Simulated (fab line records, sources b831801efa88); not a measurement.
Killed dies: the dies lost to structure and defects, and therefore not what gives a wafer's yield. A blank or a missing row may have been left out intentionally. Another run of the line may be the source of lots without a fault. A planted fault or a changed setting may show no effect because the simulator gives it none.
Struck lot and sound lot, side by side | flow sky130 | 44 steps out of a route of 708
Sound: wafers L805.2, L805.4, L805.5. Struck: wafer L809.2 (left out: L809.1, L809.3 of the same lot, which were not struck); the cause appears at the end.
Per side, at each step with rows, come the tool, then ch with its chambers, and then its first start. Under that, the readings that differ: sound wafers | struck wafers | difference of the means | sigmas: that difference in standard deviations of wafers without a fault.
alike: readings whose means differ by less than 2 such deviations, and words and numbers that are the same on both sides. not compared: withheld readings, readings that some wafer has no value for, bounds like >300 that may hide the same value, and numbers for which the record gives no deviation and whose values overlap.
Wherever a step has rows on one side only, a row that says differs or no value, or a row with sigmas, the two part there. When numbers do not overlap yet have no deviation, they are printed without sigmas and do not part them. Lack of a reading on every wafer of one side parts them only where that side has two or more wafers.

first, 1 step without rows for these wafers: SKY_METAL2_DEVELOP_14 (develop time 60 s).
SKY_METAL2_CD_MEAS_15: the cd target is 140 nm.
  sound on cd_sem-01, day 36 12:51; struck on cd_sem-02, day 37 22:34
  reading    | sound             | struck | difference | sigmas
  cd_nm (nm) | 136.6 137.3 137.7 | 140.9  | +3.7       | +2
SKY_METAL2_OVL_MEAS_16:
  sound on overlay-02, day 36 12:58; struck on overlay-01, day 37 22:41
  alike: METAL2_OVL
then, 2 steps without rows for these wafers: SKY_METAL2_DESCUM_17 (chemistry O2, time 8 s); SKY_METAL2_ETCH_18 (etches BARC in N2/H2, stops on SiO2, time 45.9 s, target depth 60 nm).
SKY_METAL2_METAL_ETCH_19: etches the open film in Cl2/BCl3, stops on SiO2, target depth 360 nm, time 78 s.
  sound on rie_metal-02 ch 1, day 36 13:17; struck on rie_metal-03 ch 1, day 37 22:49
  reading                | sound | struck | difference                   | sigmas
  rf_hours_counter_h (h) | - - - | 4      | no value on the sound wafers |
  alike: drypump_motor_current_A, he_backside_leak_sccm, oes_product_au, rf_fwd_power_W, throttle_valve_pct
SKY_METAL2_STRIP_20: strips in O2/N2.
  sound on plasma_asher-04 ch 0,1, day 36 13:29; struck on plasma_asher-04 ch 0, day 37 22:55
  alike: drypump_motor_current_A, oes_product_au, strip_time_to_endpoint_s
  not compared: rf_hours_counter_h
then, 4 steps without rows for these wafers: SKY_METAL2_STRIP_21 (strips in post etch residue remover, time 1200 s); SKY_METAL2_CLEAN_22 (cleans in IPA, time 180 s); SKY_METAL2_CLEAN_23 (cleans in O3/DIW); SKY_VIA2_HDPCVD_00 (deposits SiO2, target thk 1180 nm, time 196.7 s).
SKY_VIA2_THK_MEAS_01:
  sound on film_metro-03, day 36 14:13; struck on film_metro-04, day 37 23:38
  alike: VIA2_HDPCVD_THK
SKY_VIA2_CMP_02: polishes SiO2.
  sound on cmp-02 ch 0,1,2, day 36 14:22; struck on cmp-02 ch 2, day 37 23:41
  reading                                  | sound             | struck | difference | sigmas
  model.SiO2_of_VIA2_HDPCVD_00.thk_nm (nm) | 495.6 494.8 495.3 | 618.5  | +123.3     |
  alike: motor_current_A
SKY_VIA2_BOW_MEAS_03:
  sound on film_metro-04, day 36 14:35; struck on film_metro-02, day 37 23:59
  alike: VIA2_BOW
then, 8 steps without rows for these wafers: SKY_VIA2_DEHYDRATE_04 (time 60 s); SKY_VIA2_HMDS_05 (prime time 60 s); SKY_VIA2_COAT_06 (resist thk 60 nm); SKY_VIA2_COAT_07 (resist thk 450 nm); SKY_VIA2_SOFTBAKE_08 (time 90 s); SKY_VIA2_EXPOSE_09 (exposes mask VIM2, target cd 200 nm); SKY_VIA2_PEB_10; SKY_VIA2_DEVELOP_11 (develop time 60 s).
SKY_VIA2_CD_MEAS_12: the cd target is 200 nm.
  sound on cd_sem-01, day 37 17:06; struck on cd_sem-01, day 39 01:53
  alike: cd_nm
SKY_VIA2_OVL_MEAS_13:
  sound on overlay-02, day 37 17:12; struck on overlay-02, day 39 02:01
  alike: VIA2_OVL
SKY_VIA2_ETCH_14: etches BARC in N2/H2, stops on SiO2, time 45.9 s, target depth 60 nm.
  sound on rie_diel-03 ch 0,1,2, day 37 17:14; struck on rie_diel-01 ch 2, day 39 02:03
  reading                     | sound       | struck | difference | sigmas
  drypump_motor_current_A (A) | 6.4 6.4 5.1 | 4.7    | -1.3       | -2
  alike: oes_product_au, rf_fwd_power_W, throttle_valve_pct
  not compared: rf_hours_counter_h
SKY_VIA2_ETCH_15: etches SiO2 in C4F8/O2/Ar, stops on TiN, target depth 546 nm, time 84 s.
  sound on rie_diel-03 ch 0,1,2, day 37 17:16; struck on rie_diel-01 ch 2, day 39 02:05
  reading                          | sound             | struck | difference | sigmas
  oes_product_au (a.u.)            | 0.935 0.941 0.931 | 0.990  | +0.054     | +12
  model.VIA2.feature_depth_nm (nm) | 495.6 494.8 495.3 | 540.1  | +44.9      |
  model.etch.depth_nm (nm)         | 495.6 494.8 495.3 | 540.1  | +44.9      |
  alike: rf_fwd_power_W
  not compared: rf_hours_counter_h
then, 5 steps without rows for these wafers: SKY_VIA2_STRIP_16 (strips in O2/N2); SKY_VIA2_STRIP_17 (strips in post etch residue remover, time 1200 s); SKY_VIA2_CLEAN_18 (cleans in IPA, time 180 s); SKY_VIA2_CLEAN_19 (cleans in O3/DIW); SKY_VIA2_SPUTTER_20 (material TiN, target thk 20 nm, time 80 s).
SKY_VIA2_CVD_21: deposits W, target thk 420 nm, time 126.4 s.
  sound on cvd_w-01 ch 0,1, day 37 18:06; struck on cvd_w-02 ch 0, day 39 02:49
  alike: heater_power_w
SKY_VIA2_RS_MEAS_22: uses a four-point probe to measure.
  sound on film_metro-02, day 37 18:15; struck on film_metro-03, day 39 02:57
  reading            | sound                | struck | difference | sigmas
  VIA2_W_RS (ohm/sq) | 0.2728 0.2730 0.2753 | 0.2680 | -0.0057    | -2
SKY_VIA2_THK_MEAS_23: measures by xrf.
  sound on film_metro-02, day 37 18:22; struck on film_metro-03, day 39 03:04
  alike: VIA2_W_THK
then, 1 step without rows for these wafers: SKY_VIA2_CMP_24 (polishes, stops on SiO2, t overpolish 20 s, target thk 0 nm).
SKY_METAL3_SPUTTER_00: material Ti, target thk 15 nm, time 10 s.
  sound on pvd_sputter-04, day 37 18:43; struck on pvd_sputter-04, day 39 03:29
  alike: throttle_valve_pct
then, 5 steps without rows for these wafers: SKY_METAL3_SPUTTER_01 (material TiN, target thk 20 nm, time 16.7 s); SKY_METAL3_SPUTTER_02 (material AlCu, target thk 735 nm, time 39.1 s); SKY_METAL3_SPUTTER_03 (material Ti, target thk 5 nm, time 3.3 s); SKY_METAL3_SPUTTER_04 (material TiN, target thk 70 nm, time 58.3 s); SKY_CAPM_CVD_00 (deposits SiO2, target thk 15.5 nm).
SKY_CAPM_THK_MEAS_01:
  sound on film_metro-01, day 37 18:54; struck on film_metro-02, day 39 03:40
  alike: CAPM_CVD_00_THK
-- the record jumps here: 2 days lie between the struck wafers' starts before and after (it left off in module CAPM and takes up again in module METAL3, whose first step shown is number 532 of the route) --
SKY_METAL3_METAL_ETCH_18: etches the open film in Cl2/BCl3, stops on SiO2, target depth 845 nm, time 183.1 s.
  sound on rie_metal-01 ch 0,1, day 39 22:53; struck on rie_metal-02 ch 1, day 41 05:14
  reading                                  | sound           | struck | difference | sigmas
  model.SiO2_of_VIA2_HDPCVD_00.thk_nm (nm) | 466 464.9 465.9 | 588.5  | +122.9     |
  alike: drypump_motor_current_A, he_backside_leak_sccm, oes_product_au, rf_fwd_power_W, throttle_valve_pct
  not compared: rf_hours_counter_h
-- the record jumps here: 7 days lie between the struck wafers' starts before and after (it left off in module METAL3 and takes up again in module PAD_OPEN, whose first step shown is number 708 of the route) --
SKY_PAD_OPEN_PROBE_99:
  sound on prober-02, day 46 22:14; struck on prober-02, day 47 22:50
  reading                                      | sound             | struck | difference | sigmas
  model.etest.tester.sort_n_pass               | 398 409 406       | 0      | -404       |
  model.etest.tester.sort_bin_5_pct (%)        | 11.99 11.59 10.98 | 92.89  | +81.37     |
  model.etest.tester.sort_yield_pct (%)        | 80.89 83.13 82.52 | 0      | -82        |
  model.etest.nfet_05v0_nvt.open               | 0 0 0             | 1      | +1         |
  model.etest.pfet_01v8.under_floor            | 0 0 0             | 1      | +1         |
  model.etest.met1.open                        | 0 0 0             | 1      | +1         |
  model.etest.diode_ndiff_pwell_hv.under_floor | 0 0 0             | 1      | +1         |
  model.etest.iso_nwell_nwell.under_floor      | 0 0 0             | 1      | +1         |
  alike: defect_limited_yield, killed_at_M0_to_M3, killed_at_M4_up, killed_at_contacts, killed_at_front_end, killed_at_other, killed_dies, killed_open, killed_short

== WHERE THEY PART ==
Last at SKY_VIA2_RS_MEAS_22 as far as this record goes, first at SKY_METAL2_CD_MEAS_15. Later steps at which nothing parts them and some readings are alike: SKY_VIA2_THK_MEAS_23, SKY_METAL3_SPUTTER_00, SKY_CAPM_THK_MEAS_01, SKY_METAL3_METAL_ETCH_18, SKY_PAD_OPEN_PROBE_99.

WHY: whatever the simulator had introduced
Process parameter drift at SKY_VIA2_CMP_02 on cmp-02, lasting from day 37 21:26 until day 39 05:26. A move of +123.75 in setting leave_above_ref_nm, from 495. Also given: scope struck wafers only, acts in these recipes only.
